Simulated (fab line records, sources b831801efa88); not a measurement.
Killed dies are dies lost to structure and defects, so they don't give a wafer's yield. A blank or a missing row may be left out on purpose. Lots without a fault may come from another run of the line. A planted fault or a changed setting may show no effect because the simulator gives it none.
Chamber matching | flow gf180mcu | GF_V3_CVD_02 on pecvd-02: 3 sister chambers
The step deposits SiO2 from TEOS, target thk 850 nm, time 94.851 s. 6 wafers are shown with their chamber, then 7 later ones without.

WAFERS WITH THEIR CHAMBER
wafer  | chamber | heater_power_w (W)
L297.5 | 2       | 733
L300.2 | 2       | 650
L300.4 | 0       | 920
L300.6 | 1       | 728
L301.2 | 1       | 690
L301.5 | 0       | 749

WAFERS WITHOUT THEIR CHAMBER
wafer  | heater_power_w (W)
L301.6 | 733
L304.1 | 625
L304.2 | 611
L304.4 | 676
L309.2 | 878
L309.3 | 738
L309.5 | 592

WHICH CHAMBER EACH WENT THROUGH
wafer  | from the rows above          | in truth
L301.6 | can't be placed: 1 or 2 or 0 | 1
L304.1 | can't be placed: 2 or 1 or 0 | 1
L304.2 | can't be placed: 2 or 1 or 0 | 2
L304.4 | can't be placed: 2 or 1 or 0 | 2
L309.2 | can't be placed: 0 or 1 or 2 | 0
L309.3 | can't be placed: 1 or 2 or 0 | 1
L309.5 | can't be placed: 2 or 1 or 0 | 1
Placed correctly: 0 of 7. Can't be placed from these rows: 7 (the true chamber is among the candidates in 7). Placed wrongly: 0.
How it was worked out, from the rows above alone: a wafer's distance from a chamber is the root of the sum, over the readings, of the square of ((its reading less the chamber's mean) divided by the reading's scatter). The wafer belongs to the nearest chamber; if the next one is less than 2 further off, it can't be placed. A chamber's mean is the mean of its shown wafers. The scatter: the root of (the sum of the squares of (reading less its chamber's mean) over the shown wafers, divided by (wafers less chambers)).
